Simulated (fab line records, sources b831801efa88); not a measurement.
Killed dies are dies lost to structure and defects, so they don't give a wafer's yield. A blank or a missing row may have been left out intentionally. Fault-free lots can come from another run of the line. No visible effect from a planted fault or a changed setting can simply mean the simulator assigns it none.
fab line records ; flow sky130
[record] lots = 6; wafers = 18; last-day = 49
route steps=708 shown VIA2@509 PAD_OPEN@708
lots that met no fault: from a run of the same line without faults
start-h: start of the lot's first displayed wafer, in hours after the record's first day ; wait-h: how many hours have passed since the lot's step before this one ; " unchanged from the row above ; L1.1+2: a row that stands for several wafers ; - value missing, or start not given ; * or withheld: withheld ; < > ~ a bound
route shown NAME@n: NAME is a module with steps in the file, n the number in the route of the first one ; usual: the fault-free wafers' mean and standard deviation ; same: alike in all rows ; chamber/n: place in a boat ; sites: the reading at each site ; _std_site: their standard deviation ; _edge_site: outer sites' mean less inner sites' ; radius-mm: for every site, how far away it sits from the centre of the wafer ; mask NAME#n: copy n ; behind: the last tool/chamber to shape the wafer ; hold: cause of the lot's hold/its duration in hours/its outcome ; device: whichever transistor did not switch (one of n, p or np) ; end of line: tests run on the same wafers once the route is complete ; a step given without rows: its recipe and nothing more ; killed: the dies lost at the first sort to structure and to defects; this is not the yield of the wafer ; map: a wafer's dies, x killed, . not, _ none there
set.NAME: the run value of the setting; set.NAME@STEP: its run value at that earlier step ; model.NAME: the simulator's own value behind a step, which no gauge read
certain route steps with their lots: each step a table, each wafer a row
services: a tool's chamber out of use, with start hour (start-h, from the record's first day; less than 0 if before it), hours out, and reason
[[steps]]
[step SKY_VIA2_CMP_02]
[recipe] material = SiO2; down-force-psi = 4; platen-rpm = 60; pad-velocity-m-s = 0.94248
[usual] motor-current-A = 12.1/1.5; retaining-ring-pressure-frac = 1.000/0.0052
lot.wafer;tool;chamber;start-h;wait-h;motor-current-A;retaining-ring-pressure-frac
L237.2;cmp-01;0;862.61;0.1;12.6;1.001
L237.3;cmp-01;1;862.61;0.1;11.6;1.004
L237.4;cmp-01;2;862.61;0.1;14.6;0.998
L243.1;cmp-01;2;908.06;0.1;15.0;1.003
L243.2;cmp-01;3;908.06;0.1;10.6;1.005
L243.6;cmp-01;1;908.06;0.1;12.0;0.995
L247.1;cmp-02;3;933.78;0.1;11.6;1.007
L247.2;cmp-02;2;933.78;0.1;12.7;0.992
L247.6;cmp-02;0;933.78;0.1;11.4;0.996
L249.4;cmp-01;2;946.56;0.1;15.0;1.008
L249.3;cmp-01;3;946.56;0.1;10.6;1.000
L249.5;cmp-01;1;946.56;0.1;11.7;0.990
L250.1;cmp-01;3;954.13;0.1;10.3;1.001
L250.3;cmp-01;0;954.13;0.1;12.3;1.000
L250.5;cmp-01;1;954.13;0.1;12.0;1.002
L253.4;cmp-02;0;967.18;0.1;11.4;0.999
L253.1;cmp-02;1;967.18;0.1;9.2;0.993
L253.6;cmp-02;3;967.18;0.1;12.1;0.993
[step SKY_VIA2_BOW_MEAS_03]
[recipe] mode = bow
[usual] VIA2_BOW = 86/7.5
lot.wafer;tool;chamber;start-h;wait-h;VIA2_BOW[um]
L237.2;film-metro-03;-;862.88;0.2;68
L237.3;film-metro-03;-;862.88;0.2;78
L237.4;film-metro-03;-;862.88;0.2;74
L243.1;film-metro-03;-;908.31;0.2;81
L243.2;film-metro-03;-;908.31;0.2;78
L243.6;film-metro-03;-;908.31;0.2;73
L247.1;film-metro-02;-;934.08;0.2;89
L247.2;film-metro-02;-;934.08;0.2;92
L247.6;film-metro-02;-;934.08;0.2;96
L249.3;film-metro-02;-;946.85;0.2;90
L249.4;film-metro-02;-;946.85;0.2;97
L249.5;film-metro-02;-;946.85;0.2;86
L250.1;film-metro-03;-;954.33;0.1;87
L250.3;film-metro-03;-;954.33;0.1;105
L250.5;film-metro-03;-;954.33;0.1;96
L253.1;film-metro-03;-;967.43;0.1;76
L253.4;film-metro-03;-;967.43;0.1;80
L253.6;film-metro-03;-;967.43;0.1;82
[step SKY_VIA2_DEHYDRATE_04]
[recipe] temp-c = 200; time-s = 60
[step SKY_VIA2_HMDS_05]
[recipe] prime-time-s = 60; prime-temp-c = 120
[step SKY_VIA2_COAT_06]
[recipe] resist = BARC; temp-c = withheld; time-s = withheld; spin-rpm = 3000; resist-thk-nm = 60
[step SKY_VIA2_COAT_07]
[recipe] resist = KrF-thick; spin-rpm = 3000; resist-thk-nm = 450
[step SKY_VIA2_SOFTBAKE_08]
[recipe] temp-c = 100; time-s = 90; resist = KrF-thick
[step SKY_VIA2_EXPOSE_09]
[recipe] mask-id = VIM2; na = 0.8; source-shape = annular; sigma-inner = 0.55; sigma-outer = 0.85; target-cd-nm = 200; dose-mj = 38
[step SKY_VIA2_PEB_10]
[recipe] peb-temp-c = withheld; peb-time-s = withheld; resist = KrF-thick
[step SKY_VIA2_DEVELOP_11]
[recipe] develop-time-s = 60; resist = KrF-thick; dev-temp-c = 21
[step SKY_VIA2_CD_MEAS_12]
[recipe] target-cd-nm = 200
[usual] cd-nm = 199.8/1.6
lot.wafer;tool;chamber;start-h;wait-h;cd-nm
L237.2;cd-sem-01;-;888.85;-;200.0
L237.3;cd-sem-01;-;888.85;-;200.3
L237.4;cd-sem-01;-;888.85;-;201.0
L243.1;cd-sem-01;-;933.26;-;202.2
L243.2;cd-sem-01;-;933.26;-;201.9
L243.6;cd-sem-01;-;933.26;-;202.6
L247.1;cd-sem-01;-;958.71;-;199.6
L247.2;cd-sem-01;-;958.71;-;198.6
L247.6;cd-sem-01;-;958.71;-;198.9
L249.3;cd-sem-02;-;971.25;-;200.1
L249.4;cd-sem-02;-;971.25;-;201.6
L249.5;cd-sem-02;-;971.25;-;201.7
L250.1;cd-sem-01;-;978.83;-;202.2
L250.3;cd-sem-01;-;978.83;-;202.6
L250.5;cd-sem-01;-;978.83;-;202.6
L253.1;cd-sem-02;-;990.88;-;197.8
L253.4;cd-sem-02;-;990.88;-;199.1
L253.6;cd-sem-02;-;990.88;-;198.9
[step SKY_VIA2_OVL_MEAS_13]
[usual] VIA2_OVL = 1/5.3
lot.wafer;tool;chamber;start-h;wait-h;VIA2_OVL[nm]
L237.2;overlay-02;-;888.96;0.1;1
L237.3;overlay-02;-;888.96;0.1;11
L237.4;overlay-02;-;888.96;0.1;4
L243.1;overlay-01;-;933.38;0.1;5
L243.2;overlay-01;-;933.38;0.1;7
L243.6;overlay-01;-;933.38;0.1;2
L247.1;overlay-02;-;958.83;0.1;3
L247.2;overlay-02;-;958.83;0.1;-5
L247.6;overlay-02;-;958.83;0.1;1
L249.3;overlay-02;-;971.34;0.1;3
L249.4;overlay-02;-;971.34;0.1;5
L249.5;overlay-02;-;971.34;0.1;6
L250.1;overlay-02;-;978.95;0.1;-8
L250.3;overlay-02;-;978.95;0.1;-1
L250.5;overlay-02;-;978.95;0.1;-6
L253.1;overlay-02;-;991.00;0.1;2
L253.4;overlay-02;-;991.00;0.1;-3
L253.6;overlay-02;-;991.00;0.1;-2
[step SKY_VIA2_ETCH_14]
[recipe] chemistry = N2/H2; target = BARC; ion-energy-ev = 200; source-w = 500; bias-w = 100; pressure-mtorr = 30; n2-flow-sccm = 100; h2-flow-sccm = 200; stop-on = SiO2; time-s = 45.9; target-depth-a = 600
[usual] drypump-motor-current-A = 5.89/0.28; oes-product-au = 0.855/0.005; run-length-s = 74.3/0.51; throttle-valve-pct = 13.225/0.0089
lot.wafer;tool;chamber;start-h;wait-h;drypump-motor-current-A;oes-product-au;rf-hours-counter-h;run-length-s;throttle-valve-pct;model.KrF-thick_of_VIA2_COAT_07.thk-nm
L237.2;rie-diel-02;3;888.99;0.0;6.18;0.857;16;73.7;13.230;392
L237.3;rie-diel-02;0;888.99;0.0;5.70;0.856;14;74.1;13.223;393.7
L237.4;rie-diel-02;1;888.99;0.0;6.00;0.855;18;74.8;13.232;393.8
L243.1;rie-diel-02;0;933.42;0.0;5.68;1.001;15;65.5;13.251;399.8
L243.2;rie-diel-02;1;933.42;0.0;6.02;0.999;19;66.8;13.234;401.1
L243.6;rie-diel-02;2;933.42;0.0;5.73;1.015;-;65.8;13.231;400.5
L247.1;rie-diel-02;0;958.87;0.0;5.70;1.004;16;65.8;13.247;402.1
L247.2;rie-diel-02;1;958.87;0.0;5.98;0.994;20;66.5;13.238;402.3
L247.6;rie-diel-02;1;958.87;0.0;5.99;1.001;-;66.5;13.230;403.1
L249.3;rie-diel-04;2;971.36;0.0;6.04;0.856;12;74.5;13.227;392.9
L249.4;rie-diel-04;1;971.36;0.0;6.13;0.852;10;74.0;13.228;393.1
L249.5;rie-diel-04;3;971.36;0.0;5.63;0.854;-;74.1;13.236;393.3
L250.1;rie-diel-04;0;978.99;0.0;5.87;0.848;19;75.3;13.218;391.9
L250.3;rie-diel-04;1;978.99;0.0;6.15;0.860;10;74.5;13.232;390.5
L250.5;rie-diel-04;3;978.99;0.0;5.63;0.858;-;74.4;13.239;391
L253.1;rie-diel-04;0;991.04;0.0;5.86;0.856;19;74.6;13.243;394.8
L253.4;rie-diel-04;2;991.04;0.0;6.03;0.860;13;74.7;13.224;395.1
L253.6;rie-diel-04;1;991.04;0.0;6.15;0.859;-;73.9;13.237;393.6
[step SKY_VIA2_ETCH_15]
[recipe] target = SiO2; chemistry = C4F8/O2/Ar; target-depth-nm = 546; stop-on = TiN; mask-material = KrF-thick; source-w = 1500; bias-w = 1200; pressure-mtorr = 40; c4f8-flow-sccm = withheld; O2_flow_sccm = 6; Ar_flow_sccm = 300; time-s = 84
[usual] oes-product-au = 0.940/0.0045; run-length-s = 112.4/0.52
lot.wafer;tool;chamber;start-h;wait-h;oes-product-au;rf-hours-counter-h;run-length-s;model.KrF-thick_of_VIA2_COAT_07.thk-nm
L237.2;rie-diel-02;3;889.03;0.0;0.946;16;111.7;281.6
L237.3;rie-diel-02;0;889.03;0.0;0.940;14;112.1;283.4
L237.4;rie-diel-02;1;889.03;0.0;0.944;18;113.3;283.8
L243.1;rie-diel-02;0;933.46;0.0;0.936;15;112.6;290.7
L243.2;rie-diel-02;1;933.46;0.0;0.935;19;113.1;291.1
L243.6;rie-diel-02;2;933.46;0.0;0.934;-;112.3;290.1
L247.1;rie-diel-02;0;958.91;0.0;0.943;16;112.2;292.2
L247.2;rie-diel-02;1;958.91;0.0;0.924;20;113.0;292.9
L247.6;rie-diel-02;1;958.91;0.0;0.938;-;113.5;293.7
L249.3;rie-diel-04;2;971.41;0.0;0.944;12;113.1;283.4
L249.4;rie-diel-04;1;971.41;0.0;0.936;10;112.5;285.7
L249.5;rie-diel-04;3;971.41;0.0;0.939;-;112.4;283.9
L250.1;rie-diel-04;0;979.03;0.0;0.940;19;113.0;284.9
L250.3;rie-diel-04;1;979.03;0.0;0.942;10;112.2;283.3
L250.5;rie-diel-04;3;979.03;0.0;0.943;-;112.1;282.6
L253.1;rie-diel-04;0;991.08;0.0;0.937;19;112.9;287.7
L253.4;rie-diel-04;2;991.08;0.0;0.938;13;113.0;286.3
L253.6;rie-diel-04;1;991.08;0.0;0.937;-;112.0;284.9
[step SKY_VIA2_STRIP_16]
[recipe] chemistry = O2/N2; power-w = 1400; pressure-mtorr = 1500; platen-temp-c = withheld; o2-flow-sccm = 3000; n2-flow-sccm = 300; overash-fraction = 0.5
[usual] drypump-motor-current-A = 5.5/0.46; oes-product-au = 0.398/0.0045; strip-time-to-endpoint-s = 4.049/0.025
lot.wafer;tool;chamber;start-h;wait-h;drypump-motor-current-A;oes-product-au;rf-hours-counter-h;strip-time-to-endpoint-s
L237.2;plasma-asher-01;1;889.09;0.0;5.6;0.401;78;4.032
L237.3;plasma-asher-01;0;889.09;0.0;5.7;0.401;-;4.056
L237.4;plasma-asher-01;1;889.09;0.0;5.6;0.395;-;4.015
L243.1;plasma-asher-04;1;933.52;0.0;4.8;0.407;110;4.142
L243.2;plasma-asher-04;0;933.52;0.0;6.2;0.397;110;4.130
L243.6;plasma-asher-04;1;933.52;0.0;4.8;0.397;-;4.127
L247.1;plasma-asher-03;0;958.98;0.0;4.9;0.406;49;4.133
L247.2;plasma-asher-03;1;958.98;0.0;5.7;0.399;49;4.136
L247.6;plasma-asher-03;0;958.98;0.0;4.9;0.405;-;4.168
L249.3;plasma-asher-01;1;971.50;0.1;5.6;0.405;-;4.039
L249.4;plasma-asher-01;0;971.50;0.1;5.7;0.403;-;4.065
L249.5;plasma-asher-01;0;971.50;0.1;5.7;0.398;-;4.064
L250.1;plasma-asher-03;0;979.09;0.0;4.9;0.398;51;4.060
L250.3;plasma-asher-03;0;979.09;0.0;5.0;0.402;-;4.046
L250.5;plasma-asher-03;0;979.09;0.0;4.9;0.401;-;4.034
L253.1;plasma-asher-03;0;991.14;0.0;4.9;0.402;52;4.098
L253.4;plasma-asher-03;0;991.14;0.0;4.9;0.402;-;4.079
L253.6;plasma-asher-03;1;991.14;0.0;5.7;0.401;-;4.064
[step SKY_VIA2_STRIP_17]
[recipe] chemistry = post-etch-residue-remover; time-s = 1200; temp-c = 72.5
[step SKY_PAD_OPEN_PROBE_99]
lot.wafer;tool;chamber;start-h;wait-h;model.etest.via2-chain.rc-ohm
L237.2;prober-02;-;1111.30;0.1;10.12
L237.3;prober-02;-;1111.35;0.2;9.971
L237.4;prober-02;-;1111.40;0.2;9.783
L243.1;prober-01;-;1142.13;0.1;10.48
L243.2;prober-01;-;1142.18;0.1;10.42
L243.6;prober-01;-;1142.38;0.2;9.764
L247.1;prober-01;-;1162.95;0.1;10.23
L247.2;prober-01;-;1163.00;0.1;10.77
L247.6;prober-01;-;1163.20;0.2;10.43
L249.3;prober-01;-;1174.18;0.2;10.18
L249.4;prober-01;-;1174.23;0.2;10.02
L249.5;prober-01;-;1174.28;0.2;9.491
L250.1;prober-02;-;1178.93;0.1;9.666
L250.3;prober-02;-;1179.03;0.2;9.8
L250.5;prober-02;-;1179.13;0.2;9.747
L253.1;prober-01;-;1187.18;0.1;10.63
L253.4;prober-01;-;1187.33;0.2;10.55
L253.6;prober-01;-;1187.43;0.2;10.36
// killed by level:class
L237.2 VIA2:geometric-particle:open=10 FIELD_ISO:geometric-particle:short=9 METAL2:geometric-particle:short=9 CONTACT:geometric-particle:open=8 LI_CONTACT:geometric-particle:open=6 VIA1:geometric-particle:open=6 FIELD_ISO:geometric-particle:open=5 CONTACT:geometric-particle:short=4
L237.3 CONTACT:geometric-particle:open=12 LI_CONTACT:geometric-particle:open=8 VIA1:geometric-particle:open=7 VIA2:geometric-particle:open=6 VIA3:geometric-particle:open=6 FIELD_ISO:geometric-particle:short=5 FIELD_ISO:geometric-particle:open=5 METAL4:geometric-particle:short=5
L237.4 METAL2:geometric-particle:short=10 FIELD_ISO:geometric-particle:short=9 CONTACT:geometric-particle:open=8 VIA1:geometric-particle:open=8 CONTACT:geometric-particle:short=7 VIA2:geometric-particle:open=7 POLY_GATE:geometric-particle:short=4 METAL1:geometric-particle:short=4
L249.3 LI_CONTACT:geometric-particle:open=12 VIA2:geometric-particle:open=9 VIA1:geometric-particle:open=8 POLY_GATE:geometric-particle:short=6 METAL1:geometric-particle:open=5 VIA2:geometric-particle:short=5 VIA3:geometric-particle:open=5 METAL3:geometric-particle:short=4
L249.4 CONTACT:geometric-particle:open=9 METAL1:geometric-particle:short=6 VIA1:geometric-particle:short=5 METAL2:geometric-particle:short=5 LI_CONTACT:geometric-particle:open=4 CONTACT:geometric-particle:short=4 VIA1:geometric-particle:open=4 VIA2:geometric-particle:open=4
L249.5 VIA1:geometric-particle:open=16 LI_CONTACT:geometric-particle:open=12 CONTACT:geometric-particle:open=9 FIELD_ISO:geometric-particle:open=7 CONTACT:geometric-particle:short=6 METAL2:geometric-particle:short=6 VIA3:geometric-particle:open=6 FIELD_ISO:geometric-particle:short=5
L250.1 METAL2:geometric-particle:short=8 VIA3:geometric-particle:open=8 VIA1:geometric-particle:open=8 VIA2:geometric-particle:open=7 LI_CONTACT:geometric-particle:open=6 FIELD_ISO:geometric-particle:open=5 POLY_GATE:geometric-particle:short=5 VIA1:geometric-particle:short=4
L250.3 CONTACT:geometric-particle:short=9 VIA1:geometric-particle:open=8 LI_CONTACT:geometric-particle:open=7 CONTACT:geometric-particle:open=7 METAL2:geometric-particle:short=6 VIA2:geometric-particle:open=6 VIA3:geometric-particle:open=5 VIA1:geometric-particle:short=4
L250.5 VIA1:geometric-particle:open=17 CONTACT:geometric-particle:open=10 METAL1:geometric-particle:short=8 VIA3:geometric-particle:open=5 FIELD_ISO:geometric-particle:open=4 LI_CONTACT:geometric-particle:open=4 CONTACT:geometric-particle:short=4 VIA1:geometric-particle:short=4
L253.1 CONTACT:geometric-particle:open=11 VIA1:geometric-particle:open=9 VIA3:geometric-particle:open=7 POLY_GATE:geometric-particle:open=6 POLY_GATE:geometric-particle:short=5 CONTACT:geometric-particle:short=5 VIA3:geometric-particle:short=5 METAL2:geometric-particle:short=5
L253.4 VIA1:geometric-particle:open=7 VIA3:geometric-particle:open=7 METAL2:geometric-particle:short=6 LI_CONTACT:geometric-particle:open=5 LOCAL_INTERCONNECT:geometric-particle:short=5 CONTACT:geometric-particle:open=5 VIA2:geometric-particle:open=4 FIELD_ISO:geometric-particle:open=3
L253.6 VIA3:geometric-particle:open=8 CONTACT:geometric-particle:open=6 CONTACT:geometric-particle:short=6 METAL1:geometric-particle:short=6 METAL2:geometric-particle:short=6 VIA2:geometric-particle:open=6 POLY_GATE:geometric-particle:open=5 LI_CONTACT:geometric-particle:open=5
[[services]]
tool;chamber;start-h;hours;kind
plasma-asher-04;-;849.07;3.3;repair
plasma-asher-03;-;850.70;15.1;repair
plasma-asher-01;-;859.13;0.9;repair
plasma-asher-01;-;864.60;0.7;repair
cmp-02;-;868.57;4.8;pm
cmp-01;-;877.65;3.1;repair
rie-diel-02;-;889.46;14.6;pm
plasma-asher-03;-;895.81;5.2;repair
plasma-asher-04;-;896.20;10.9;repair
rie-diel-04;1;903.66;8.8;repair
cmp-02;-;912.78;4.0;pm
rie-diel-02;3;913.22;3.4;repair
cmp-02;-;916.78;-;consumable-replace:conditioner
cmp-02;-;916.78;-;consumable-replace:pad
plasma-asher-03;-;939.72;4.4;repair
cmp-01;-;954.59;2.3;repair
plasma-asher-03;-;963.27;1.4;repair
cmp-02;-;975.43;6.7;pm
rie-diel-02;2;988.96;4.2;repair
[[key]]
[first-sign] step = SKY_VIA2_ETCH_14; reading = oes-product-au; direction = up; sigmas = 29; usual = 0.855; struck = 1.002
[effect] step = SKY_VIA2_ETCH_14; reading = run-length-s; direction = down; sigmas = 16; usual = *; struck = *
[effect] step = SKY_VIA2_STRIP_16; reading = strip-time-to-endpoint-s; direction = up; sigmas = 3.7; usual = *; struck = *
[model-effect] step = SKY_VIA2_ETCH_14; value = KrF-thick_of_VIA2_COAT_07.thk-nm; without = 393.5; struck = 401.5
[model-effect] step = SKY_VIA2_ETCH_15; value = KrF-thick_of_VIA2_COAT_07.thk-nm; without = 283.8; struck = 291.7
[model-effect] step = SKY_PAD_OPEN_PROBE_99; value = etest.via2-chain.rc-ohm; without = 9.895; struck = 10.35
met-at SKY_VIA2_ETCH_14
struck-wafers L243.1,L243.2,L243.6,L247.1,L247.2,L247.6
sort-left-out L243.1,L243.2,L243.6,L247.1,L247.2,L247.6
onset-between 888.99 933.42
[fault] kind = process-parameter-drift; tool = rie-diel-02; chamber = -; onset-h = 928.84; steps = SKY_VIA2_ETCH_14; channel = time-s; offset = *; shape = step; end-h = 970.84; acts-in = *; stated = *
// sort-left-out: the simulated sort isn't trusted on such a fault, so these wafers' sort isn't shown, and their yield isn't known
